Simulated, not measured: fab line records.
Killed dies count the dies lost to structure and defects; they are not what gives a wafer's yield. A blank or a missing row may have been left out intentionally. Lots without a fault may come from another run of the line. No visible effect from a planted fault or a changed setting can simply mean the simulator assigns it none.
8D (eight disciplines) problem report, filled in by code -- flow gf180mcu -- the parts of the form that need people (team, actions taken, sign-off) are left out

1. WHAT WENT WRONG
Wafers free of any fault read 559 (standard deviation 6) for VT_IMPLANT_TW at GF_VT_IMPLANT_TW_MEAS_10, against a mean of 588 on 6 wafers of 2 lots. Relative to the usual mean, that is a shift of +4.8 standard deviations.
The first sign was on wafer L318.1 at day 9 02:05, on film_metro-03. The record has a number at this step for 39 wafers belonging to 13 lots. Rule for "out" (also "out of limits"): further than 4 standard deviations from the usual mean. The rest of the wafers with a number are treated as sound.

2. WHAT IT IS; WHAT IT IS NOT
question,is,is not
which readings at this step,VT_IMPLANT_TW,-
which lots,"L318, L321","L305, L307, L308, L309, L310, L311, L312, L316, L325, L326, L327"
which wafers of those lots,all that have a number,-
read on which gauges,"film_metro-01, film_metro-03",film_metro-04
when,from day 9 02:05,"up to then (24 sound wafers); but 9 sound wafers of L325, L326, L327 came after"

3. WHAT RULES OUT EACH SUSPECT
Counting: a tool at a process step up to the reading stays a suspect if it ran every lot that is out and no sound lot after the first of them.
- the gauge at GF_VT_IMPLANT_TW_MEAS_10: ruled out. Those wafers that are out were read across 2 gauges (film_metro-01, film_metro-03).
- plasma_asher-04 at GF_MVPSD_STRIP_10 (strips in O2/N2): ruled out as a lasting fault. The sound lots L325 went through it after L318, its earliest lot that is out (day 8 08:52).
- implanter-02 at GF_VT_IMPLANT_IMPLANT_08: kept. All lots that are out passed through it, beginning with L318 at day 9 01:50, and no sound lot followed; its final sound lot before that point was L312 at day 7 09:32. Out on those wafers are its own readings of beam_on_s, faraday_current_uA.
The count leaves implanter-02 at GF_VT_IMPLANT_IMPLANT_08.

4. THE CAUSE (what the simulator had put in)
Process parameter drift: implanter-02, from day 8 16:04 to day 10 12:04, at GF_VT_IMPLANT_IMPLANT_08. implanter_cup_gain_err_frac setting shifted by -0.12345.
The count eliminated every tool but this one.

5. THE CHAIN OF EFFECTS, in route order
One row per reading whose mean, taken over the struck wafers that have a number, lies over 3 standard deviations from the usual. Scope: only readings with a usual standard deviation given in the record; hours: median across lots of the time from each lot's start at the first step in this table that gives one to its start at this step; sigmas: change in usual standard deviations.
hours,step,reading,usual,on struck wafers,change,sigmas
0,GF_VT_IMPLANT_IMPLANT_08,beam_on_s,10.01 s,11.21,+1.21,+5.5
0,GF_VT_IMPLANT_IMPLANT_08,faraday_current_uA,46.7,41.7,-5.0,-5.0
0,GF_VT_IMPLANT_TW_MEAS_10,VT_IMPLANT_TW,559,588,+28,+4.8
Here are the process steps it includes:
- GF_VT_IMPLANT_IMPLANT_08

6. HOW IT WOULD HAVE BEEN CAUGHT EARLIER
In this record the first reading out of limits at a measuring or inspecting step was taken at day 9 02:05, 10 hours after the fault began at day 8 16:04.
At GF_VT_IMPLANT_IMPLANT_08, the tool's own readings (beam_on_s, faraday_current_uA) were out on each struck wafer the step has a row for, so an alarm limit on them would have fired on the first such wafer.
Lots out: 2; of these, L321 started GF_VT_IMPLANT_IMPLANT_08 on implanter-02 after day 9 02:05. Had the tool been put on hold then, it would have been spared.
